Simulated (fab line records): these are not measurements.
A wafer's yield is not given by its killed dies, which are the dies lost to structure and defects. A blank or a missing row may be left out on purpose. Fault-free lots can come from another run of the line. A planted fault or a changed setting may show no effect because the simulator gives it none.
One fault seen from 2 desks	flow sfq_line	each desk holds nothing but its own numbers, with what lay behind them at the end

## METROLOGY DESK
What the gauges read, lot by lot, whatever tool the lot ran on: means of the sampled wafers that have a number. Marked OUT: a lot whose mean sits more than 4 standard deviations from the usual mean, which makes it out of limits; the brackets give that distance.
Columns: A = M5_OVL at SFQ_M5_OVL_MEAS_932, usual -4 nm
lot	first seen here	A
L538	day 46 06:57	-4
L540	day 46 16:07	-5
L546	day 48 03:55	-2
L548	day 48 23:13	-10
L549	day 49 14:48	4
L555	day 51 02:49	-2
L557	day 51 12:24	-6
This desk's finding: nothing out of limits on any of the 7 lots.

## FOR THE TOOL OWNER'S DESK: rie_metal-01
The tool's own readings at SFQ_TRILAYER_M5_BARC_OPEN_METAL_ETCH_161 (etches BARC in O2, target depth 125 nm, time 41.7 s): means of the sampled wafers that have a number, for each lot that ran on this tool. Marked OUT: a lot whose mean sits more than 4 standard deviations from the usual mean, which makes it out of limits; the brackets give that distance.
Columns: A = drypump_motor_current_A at SFQ_TRILAYER_M5_BARC_OPEN_METAL_ETCH_161, usual 5.4 A; B = he_backside_leak_sccm at SFQ_TRILAYER_M5_BARC_OPEN_METAL_ETCH_161, usual 3.5 sccm; C = oes_product_au at SFQ_TRILAYER_M5_BARC_OPEN_METAL_ETCH_161, usual 0.686 a.u.; D = run_length_s at SFQ_TRILAYER_M5_BARC_OPEN_METAL_ETCH_161, usual 70.1 s
lot	first seen here	A	B	C	D
L538	day 46 06:59	5.0	3.7	0.689	70.0
L546	day 48 03:57	5.8	3.2	0.669	72.7 (+4.0) OUT
L548	day 48 23:15	5.5	3.5	0.662 (-4.9) OUT	72.8 (+4.2) OUT
L549	day 49 14:50	5.4	3.2	0.674	73.0 (+4.5) OUT
Finding of this desk: L546, L548, L549 out of limits; the first was L546 at day 48 03:57, on run_length_s at SFQ_TRILAYER_M5_BARC_OPEN_METAL_ETCH_161. L538: within limits.

## PUT TOGETHER
The tool owner's desk could have raised an alarm at day 48 03:57, on L546, L548, L549.
Nothing out of limits was seen by the metrology desk.
The metrology desk has L546, L548, L549 on record, within its limits.
All the named lots went through SFQ_TRILAYER_M5_BARC_OPEN_METAL_ETCH_161 on rie_metal-01.

## WHAT THE SIMULATOR PUT IN
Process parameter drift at SFQ_TRILAYER_M5_BARC_OPEN_METAL_ETCH_161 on rie_metal-01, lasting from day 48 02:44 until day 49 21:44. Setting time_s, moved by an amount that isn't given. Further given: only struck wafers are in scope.
Struck lots among those shown: L546, L548, L549.
Time in hours from fault onset to the first out-of-limits reading at each desk: the tool owner's desk, 1.
